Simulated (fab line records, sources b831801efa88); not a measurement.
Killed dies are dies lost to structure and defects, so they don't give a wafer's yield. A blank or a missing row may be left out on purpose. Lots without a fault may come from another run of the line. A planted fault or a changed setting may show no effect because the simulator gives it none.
Problem report in the 8D (eight disciplines) form, filled by code | flow gf180mcu | the parts of the form that need people (team, actions taken, sign-off) are left out

1. THE PROBLEM
cathode_dc_power_W at GF_M4_SPUTTER_04 reads a mean of 5865.1 W on 1 wafer of 1 lot; wafers without a fault read 6499.9 W with a standard deviation of 1.2. That is -99 or more standard deviations from the usual mean.
The step: material TiN, target thk 50 nm, time 41.7 s.
First seen on wafer L810.5, day 25 16:35, on pvd_sputter-01. The record holds 36 wafers of 12 lots with a number at this step. Rule for "out", or "out of limits": more than 4 standard deviations from the usual mean. The other wafers with a number count as sound.

2. WHAT IT IS AND WHAT IT IS NOT
question                    | is                 | is not
which readings at this step | cathode_dc_power_W | -
which lots                  | L810               | L812, L813, L815, L817, L818, L821, L822, L823, L824, L825, L826
which wafers of those lots  | L810.5             | L810.1, L810.2
read on which tools         | pvd_sputter-01     | pvd_sputter-02, pvd_sputter-04
when                        | from day 25 16:35  | up to then (5 sound wafers); but 30 sound wafers of L813, L815, L817, L818, L821, L822, L823, L824, L825, L826 came after

3. SUSPECTS, AND WHAT RULES EACH OUT
Counting: a tool at a process step up to the reading stays a suspect if it ran every lot that is out. Sound lots after the first of them don't rule it out here, since some wafers of a struck lot are sound.
- pecvd-04 at GF_V3_CVD_02 (deposits SiO2 from TEOS, target thk 850 nm, time 94.851 s): kept. It ran the lot that is out, L810 (day 24 17:37).
- rie_diel-04 at GF_V3_ETCH_16 (etches BARC in N2/H2): kept. It ran the lot that is out, L810 (day 25 15:03).
- pvd_sputter-01 at GF_M4_SPUTTER_00 (material Ti, target thk 37.5 nm, time 150 s): kept. It ran the lot that is out, L810 (day 25 16:24).
- pvd_sputter-01 at GF_M4_SPUTTER_04 (material TiN, target thk 50 nm, time 41.7 s): kept. It ran the lot that is out, L810 (day 25 16:35). Its own readings are out on those wafers: cathode_dc_power_W.
Left after counting: pecvd-04 at GF_V3_CVD_02, rie_diel-04 at GF_V3_ETCH_16, pvd_sputter-01 at GF_M4_SPUTTER_00, pvd_sputter-01 at GF_M4_SPUTTER_04.

4. THE CAUSE (what the simulator had put in)
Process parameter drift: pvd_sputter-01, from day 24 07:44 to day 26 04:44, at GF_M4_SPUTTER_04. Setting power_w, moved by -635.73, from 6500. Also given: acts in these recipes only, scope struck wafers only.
Counting left 4 suspects, and this tool is among them.

5. THE CHAIN OF EFFECTS, in route order
Each row: a reading whose mean over the struck wafers that have a number lies more than 3 standard deviations from the usual. Only readings for which the record gives a usual standard deviation are gone through. hours: the time from each lot's start at the first step in this table that gives one to its start at this step, as a median over the lots. sigmas: the change in usual standard deviations.
hours | step                    | reading            | usual    | on struck wafers | change | sigmas
0     | GF_M4_SPUTTER_04        | cathode_dc_power_W | 6499.9 W | 5865.1           | -634.8 | -99 or more
145   | GF_PASSIVATION_PROBE_99 | killed_at_other    | 0.1      | 1.0              | +0.9   | +3.2
The process steps in it:
- GF_M4_SPUTTER_04: material TiN, target thk 50 nm, time 41.7 s.
- GF_PASSIVATION_PROBE_99

6. WHAT WOULD HAVE CAUGHT IT SOONER
In this record the first reading out of limits was taken at day 25 16:35, 33 hours after the fault began at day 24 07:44.
